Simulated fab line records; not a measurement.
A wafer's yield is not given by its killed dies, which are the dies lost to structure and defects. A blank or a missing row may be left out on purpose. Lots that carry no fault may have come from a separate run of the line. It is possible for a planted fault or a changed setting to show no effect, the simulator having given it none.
Which of the tools did it? :: flow sky130 :: 18 wafers from 6 lots sampled at 4 of the route's 708 steps

== WHAT THE GAUGES READ, wafer by wafer ==
SKY_VT_ADJUST_HVTP_CD_MEAS_07: the cd target is 380 nm.
lot: L329
measured: day 6 10:35
on: cd-sem-01
cd-nm (nm): 381.5 383.4 381.2

lot: L332
measured: day 7 02:40
on: cd-sem-02
cd-nm (nm): - - -

lot: L340
measured: day 9 05:13
on: cd-sem-01
cd-nm (nm): 379.1 377.5 379.3

lot: L344
measured: day 10 07:19
on: cd-sem-02
cd-nm (nm): 379.0 381.0 379.7

lot: L347
measured: day 11 02:22
on: cd-sem-01
cd-nm (nm): 376.3 376.9 377.9

lot: L349
measured: day 11 17:37
on: cd-sem-01
cd-nm (nm): 379.9 379.4 379.4

== TOOL THAT RAN EACH LOT (tool first, then ch and the chambers of the sampled wafers, then the start) ==
lot: L329
SKY_PWDE_STRIP_09: plasma-asher-02 ch 1, day 4 05:57
SKY_NWELL_RTA_28: rtp-anneal-02 ch 0, day 5 15:43
SKY_VT_ADJUST_HVTP_EXPOSE_04: iline-stepper-01 ch 0, day 6 01:34

lot: L332
SKY_PWDE_STRIP_09: plasma-asher-01 ch 0,1, day 4 19:01
SKY_NWELL_RTA_28: rtp-anneal-01 ch 0, day 6 07:57
SKY_VT_ADJUST_HVTP_EXPOSE_04: iline-stepper-02 ch 0, day 6 17:11

lot: L340
SKY_PWDE_STRIP_09: plasma-asher-01 ch 0,1, day 6 14:37
SKY_NWELL_RTA_28: rtp-anneal-02 ch 0, day 8 07:17
SKY_VT_ADJUST_HVTP_EXPOSE_04: iline-stepper-01 ch 0, day 8 18:50

lot: L344
SKY_PWDE_STRIP_09: plasma-asher-02 ch 0,1, day 7 14:21
SKY_NWELL_RTA_28: rtp-anneal-01 ch 0, day 9 08:42
SKY_VT_ADJUST_HVTP_EXPOSE_04: iline-stepper-01 ch 0, day 9 19:55

lot: L347
SKY_PWDE_STRIP_09: plasma-asher-01 ch 0,1, day 8 06:49
SKY_NWELL_RTA_28: rtp-anneal-01 ch 0, day 10 02:48
SKY_VT_ADJUST_HVTP_EXPOSE_04: iline-stepper-02 ch 0, day 10 14:46

lot: L349
SKY_PWDE_STRIP_09: plasma-asher-01 ch 0,1, day 8 18:57
SKY_NWELL_RTA_28: rtp-anneal-01 ch 0, day 10 17:15
SKY_VT_ADJUST_HVTP_EXPOSE_04: iline-stepper-02 ch 0, day 11 05:38
- SKY_PWDE_STRIP_09: strips in O2/N2.
- SKY_NWELL_RTA_28: time 30 s.
- SKY_VT_ADJUST_HVTP_EXPOSE_04: exposes mask HVTPM, target cd 380 nm.

== THE ANSWER, worked out from the rows above alone ==
Rule: usual is defined by the lots themselves. The widest of any qualifying gaps counts: lots, ordered by their means at a reading, are off when they make up no more than a third of the lots, leave a main group of 4 or more, and stand apart from it by 3 or more times the standard deviation of that group's means. A main group whose means are all the same, to the digits that the tables above print for the reading, isn't used. A lot without any number at a reading at which 4 lots or more have one is off too. Any other lot the step has rows for is counted as sound.
Off, at SKY_VT_ADJUST_HVTP_CD_MEAS_07 on cd-nm: L332. Without a number there: L332. For the main group the mean is 379.4 nm and the standard deviation 1.6.
If a tool, at a process step before that reading, ran all the lots that are off and no sound lot after the first of them, it fits. Those tools and the gauges at SKY_VT_ADJUST_HVTP_CD_MEAS_07 are tried in the same way. Of those tried, none fits.

== WHAT WAS PUT IN BY THE SIMULATOR ==
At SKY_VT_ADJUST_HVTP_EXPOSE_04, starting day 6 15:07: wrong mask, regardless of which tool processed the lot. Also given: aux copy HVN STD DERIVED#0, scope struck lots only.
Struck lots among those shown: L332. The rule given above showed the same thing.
